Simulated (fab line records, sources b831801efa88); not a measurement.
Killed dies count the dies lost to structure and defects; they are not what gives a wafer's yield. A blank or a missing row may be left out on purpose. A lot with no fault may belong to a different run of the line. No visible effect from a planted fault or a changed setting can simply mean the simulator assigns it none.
The tool behind it: which one?    flow sky130    11 lots (33 wafers sampled), 1 step of a 708-step route

WHAT EACH GAUGE READ, for each wafer
SKY_CAPM_RS_MEAS_03: the measuring method here is four-point-probe. Usual: for CAPM_TIN_RS the level is 6.91 ohm/sq and the standard deviation is 0.062.
lot   measured      on             CAPM_TIN_RS (ohm/sq)  flag
L136  day 37 01:07  film metro-04  6.89 6.91 6.99        
L137  day 37 06:49  film metro-02  6.86 6.89 6.82        
L138  day 37 08:21  film metro-03  6.97 6.85 6.98        
L140  day 38 01:10  film metro-03  6.81 6.91 6.96        
L143  day 39 03:10  film metro-02  6.90 6.82 6.94        
L146  day 39 15:43  film metro-03  6.96 6.88 6.85        
L150  day 41 03:01  film metro-02  6.83 6.87 6.91        
L152  day 41 11:37  film metro-02  6.99 6.87 6.85        
L156  day 42 13:10  film metro-03  6.96 6.88 6.95        
L157  day 42 20:38  film metro-04  6.95 6.90 6.84        
L158  day 43 01:19  film metro-04  6.82 6.86 6.85        

EACH LOT AND THE TOOL THAT RAN IT (in order: tool; ch and the chambers of the sampled wafers; start)
Record: no process step prior to these readings.

AS READ BY THE TOOLS THEMSELVES (means over the sampled wafers that have a number; for cases with no such wafer, the mark the record gives instead)
The record holds no such reading with a usual standard deviation.

THE ANSWER, worked out from the rows above alone
Rule: a lot is off if the mean of its wafers that have a number lies more than 3 standard deviations from the usual mean. A lot without any number at a reading at which 4 lots or more have one is off too. The other lots that the step has rows for count as sound. The gauges are gone through in route order, then the tools' own readings, and for those a lot's mean is taken as printed above. The first step at which some lot is off is used, and at that step the reading that is off furthest; a lot without a number counts as furthest.
No lot is off at any reading shown: from this, nothing can be told.

WHAT WAS PUT IN BY THE SIMULATOR
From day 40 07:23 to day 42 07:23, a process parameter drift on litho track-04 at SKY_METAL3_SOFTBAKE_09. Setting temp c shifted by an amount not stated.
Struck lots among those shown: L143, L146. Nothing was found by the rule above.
